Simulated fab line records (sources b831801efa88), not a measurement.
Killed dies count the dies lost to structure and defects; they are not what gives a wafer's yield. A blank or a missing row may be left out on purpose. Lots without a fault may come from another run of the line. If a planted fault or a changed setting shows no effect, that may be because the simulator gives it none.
Which tool is to blame? :: flow gf180mcu :: 6 lots, 18 wafers sampled, at 3 steps of a route of 602

WHAT THE GAUGES READ, wafer by wafer
GF_VT_IMPLANT_TW_MEAS_10.
lot: L987
measured: day 6 03:08
on: film metro-03
VT_IMPLANT_TW: 562.0 565.7 562.6

lot: L991
measured: day 7 04:32
on: film metro-01
VT_IMPLANT_TW: 563.6 562.4 562.6

lot: L994
measured: day 8 00:53
on: film metro-01
VT_IMPLANT_TW: 563.3 562.2 563.5

lot: L998
measured: day 9 00:51
on: film metro-02
VT_IMPLANT_TW: 562.4 560.8 561.8

lot: L103
measured: day 10 07:25
on: film metro-01
VT_IMPLANT_TW: 574.3 573.7 572.6

lot: L108
measured: day 11 13:01
on: film metro-02
VT_IMPLANT_TW: 563.0 560.0 562.3

EACH LOT AND THE TOOL THAT RAN IT (in order: tool; ch and the chambers of the sampled wafers; start)
lot: L987
GF_STI_ETCH_14: rie si-02 ch 2,3, day 2 11:53
GF_VT_IMPLANT_IMPLANT_08: implanter-03 ch 0, day 6 02:54

lot: L991
GF_STI_ETCH_14: rie si-01 ch 0,1,2, day 3 07:50
GF_VT_IMPLANT_IMPLANT_08: implanter-02 ch 0, day 7 04:18

lot: L994
GF_STI_ETCH_14: rie si-02 ch 1,3, day 4 02:23
GF_VT_IMPLANT_IMPLANT_08: implanter-03 ch 0, day 8 00:39

lot: L998
GF_STI_ETCH_14: rie si-02 ch 0,1,2, day 4 21:47
GF_VT_IMPLANT_IMPLANT_08: implanter-03 ch 0, day 9 00:39

lot: L103
GF_STI_ETCH_14: rie si-01 ch 0,3, day 5 21:21
GF_VT_IMPLANT_IMPLANT_08: implanter-02 ch 0, day 10 07:10

lot: L108
GF_STI_ETCH_14: rie si-02 ch 1,2,3, day 7 00:08
GF_VT_IMPLANT_IMPLANT_08: implanter-01 ch 0, day 11 12:46
- GF_STI_ETCH_14: etches Si in HBr/Cl2/O2, target depth 360 nm, time 102.9 s.
- GF_VT_IMPLANT_IMPLANT_08

THE ANSWER, worked out from the rows above alone
Rule: the lots themselves supply what counts as usual. Put in order of their means at a reading, lots are off if they are a third of the lots or fewer, leave a main group of 4 or more, and stand apart from it by a gap of 3 or more times the standard deviation of the main group's means; of several such gaps the widest counts. A main group is skipped when, at the precision printed for the reading in the tables above, its means are all equal. Also off: a lot with no number at a reading for which 4 or more lots have one. The other lots that the step has rows for count as sound.
Off: at GF_VT_IMPLANT_TW_MEAS_10 (VT_IMPLANT_TW), L103. The main group has a mean of 562.5 with a standard deviation of 0.7.
A tool fits if, at a process step before that reading, it ran every lot that is off, and no sound lot after the first of them. Those tools and the gauges at GF_VT_IMPLANT_TW_MEAS_10 are tried in the same way. Can't be told from this: 3 tools fit, rie si-01 at GF_STI_ETCH_14, implanter-02 at GF_VT_IMPLANT_IMPLANT_08, film metro-01 at GF_VT_IMPLANT_TW_MEAS_10.

WHAT THE SIMULATOR PUT IN
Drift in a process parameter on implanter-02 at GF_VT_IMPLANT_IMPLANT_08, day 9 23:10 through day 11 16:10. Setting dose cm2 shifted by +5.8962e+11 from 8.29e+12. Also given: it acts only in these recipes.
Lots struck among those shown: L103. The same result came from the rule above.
